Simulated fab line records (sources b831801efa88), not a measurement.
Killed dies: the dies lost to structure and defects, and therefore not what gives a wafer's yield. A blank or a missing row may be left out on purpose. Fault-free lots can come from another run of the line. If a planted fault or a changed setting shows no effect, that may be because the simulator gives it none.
2 desks, one fault ; flow gf180mcu ; each desk holds nothing but its own numbers, with what lay behind them at the end

FROM THE METROLOGY DESK
What the gauges read for every lot (on any tool): the sampled wafers with a number, averaged. Marked OUT: a lot whose mean sits more than 4 standard deviations from the usual mean, which makes it out of limits; the brackets give that distance.
Columns: A = V5_CVD_02_THK at GF_V5_THK_MEAS_03, usual 1455 nm
lot;first seen here;A
L376;day 25 23:46;1477
L377;day 27 03:50;1456
L378;day 27 11:04;1459
L379;day 27 13:47;1450
L381;day 28 01:19;1441
L388;day 29 21:52;1471
L392;day 31 02:12;1479
L393;day 31 14:19;1464
L397;day 32 15:08;1459
L398;day 32 15:58;1467
L399;day 32 18:32;1446
This desk's verdict: no lot among the 11 shows anything out of limits.

FOR THE TOOL OWNER'S DESK: plasmaAsher-01
The tool's own readings at GF_TOP_METAL_STRIP_17 (strips in O2/N2): means of the sampled wafers that have a number, for each lot that ran on this tool. Marked OUT: a lot whose mean sits more than 4 standard deviations from the usual mean, which makes it out of limits; the brackets give that distance.
Columns: A = chamberPressureMTorr at GF_TOP_METAL_STRIP_17, usual 1500.1 mTorr; B = drypumpMotorCurrentA at GF_TOP_METAL_STRIP_17, usual 5.9 A; C = heaterPowerW at GF_TOP_METAL_STRIP_17, usual 334 W; D = o2FlowSccm at GF_TOP_METAL_STRIP_17, usual 2999 sccm; E = oesProductAu at GF_TOP_METAL_STRIP_17, usual 0.710 a.u.; F = platenTempC at GF_TOP_METAL_STRIP_17, usual 250.02 C; G = stripTimeToEndpointS at GF_TOP_METAL_STRIP_17, usual 13.40 s
lot;first seen here;A;B;C;D;E;F;G
L376;day 27 18:32;1499.9;5.9;309;3008;0.708;250.03;13.46
L381;day 29 17:33;1499.7;5.9;310;3007;0.711;249.89;13.36
This desk's verdict: no lot among the 2 shows anything out of limits.

PUT TOGETHER
At the metrology desk, nothing out of limits was observed.
Nothing out of limits was seen by the tool owner's desk.

WHAT THE SIMULATOR HAD PUT IN
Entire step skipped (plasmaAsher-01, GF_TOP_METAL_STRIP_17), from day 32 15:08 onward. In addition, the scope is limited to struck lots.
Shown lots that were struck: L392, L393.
